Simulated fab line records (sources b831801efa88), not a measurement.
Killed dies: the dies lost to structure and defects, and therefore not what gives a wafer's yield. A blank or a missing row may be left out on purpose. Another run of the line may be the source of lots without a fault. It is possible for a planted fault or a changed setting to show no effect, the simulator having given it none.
2 desks, one fault	flow gf180mcu	each desk holds nothing but its own numbers, with what lay behind them at the end

== AT THE METROLOGY DESK ==
What the gauges read, lot by lot, whatever tool the lot ran on: means of the sampled wafers that have a number. The brackets show how far a lot's mean lies from the usual mean; more than 4 standard deviations puts the lot out of limits, marked OUT.
Columns: A = cd-nm at GF_STI_CD_MEAS_12, usual 220.4 nm; B = NWELL_TW at GF_NWELL_TW_MEAS_11, usual 1574; C = NWELL_RS at GF_VT_IMPLANT_RS_MEAS_47, usual 488.2 ohm/sq; D = LVPWELL_RS at GF_VT_IMPLANT_RS_MEAS_48, usual 1196 ohm/sq; E = cd-nm at GF_M1_CD_MEAS_14, usual 230.0 nm; F = cd-nm at GF_V1_CD_MEAS_14, usual 259.7 nm
lot	first seen here	A	B	C	D	E	F
L382	day 2 01:35	219.4	1564	487.6	1197	229.4	260.7
L385	day 2 16:25	218.7	1558	487.1	1196	230.2	262.2
L387	day 3 03:05	220.2	1601	489.0	1199	230.0	260.8
L388	day 3 08:23	218.7	1565	489.3	1194	230.0	259.8
L389	day 3 14:41	222.4	1600	488.0	1194	229.9	258.0
L392	day 4 04:50	220.7	1549	488.6	1202	230.9	260.3
L393	day 4 09:52	222.5	1553	488.4	1198	229.2	259.4
L394	day 4 14:53	222.5	1568	489.2	1197	230.0	257.9
L395	day 4 20:29	221.3	1567	488.2	1193	231.3	259.9
L398	day 5 11:56	219.4	1561	487.1	1195	229.7	260.2
L402	day 6 08:08	220.2	1636	446.5 (-35) OUT	1199	230.5	261.4
L404	day 6 18:55	219.2	1627	445.2 (-36) OUT	1195	229.5	260.4
This desk finds L402, L404 out of limits, with the earliest case on L402 at day 12 23:06 (NWELL_RS at GF_VT_IMPLANT_RS_MEAS_47). L382, L385, L387, L388, L389, L392, L393, L394, L395, L398: within limits.

== AT THE TOOL OWNER'S DESK: implanter-03 ==
The tool's own readings at GF_NWELL_IMPLANT_08: means of the sampled wafers that have a number, for each lot that ran on this tool. The brackets show how far a lot's mean lies from the usual mean; more than 4 standard deviations puts the lot out of limits, marked OUT.
Columns: A = dose-ions-cm2 at GF_NWELL_IMPLANT_08, usual 1.4999e+13; B = faraday-current-uA at GF_NWELL_IMPLANT_08, usual 84.6
lot	first seen here	A	B
L388	day 4 15:16	1.4988e+13	85.0
L389	day 4 23:01	1.5004e+13	84.2
L395	day 6 06:14	1.4995e+13	85.6
L398	day 6 22:44	1.4998e+13	83.1
L402	day 7 19:46	1.7729e+13 (+99 or more) OUT	100.3 (+9.2) OUT
L404	day 8 08:16	1.7710e+13 (+99 or more) OUT	100.1 (+9.1) OUT
Finding of this desk: L402, L404 out of limits; the first was L402 at day 7 19:46, on dose-ions-cm2 at GF_NWELL_IMPLANT_08. L388, L389, L395, L398: within limits.

== ALL TOGETHER ==
The tool owner's desk could have raised an alarm at day 7 19:46, on L402, L404.
The metrology desk could have raised an alarm at day 12 23:06, on L402, L404.
Of the lots named, all ran GF_NWELL_IMPLANT_08 on implanter-03.

== WHAT WAS PUT IN BY THE SIMULATOR ==
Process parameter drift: implanter-03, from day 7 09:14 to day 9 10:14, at GF_NWELL_IMPLANT_08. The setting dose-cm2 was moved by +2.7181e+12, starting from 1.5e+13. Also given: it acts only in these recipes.
Lots struck among those shown: L402, L404.
Delay (hours) between the fault's onset and each desk's first out-of-limits reading: 11 at the tool owner's desk, 134 at the metrology desk.
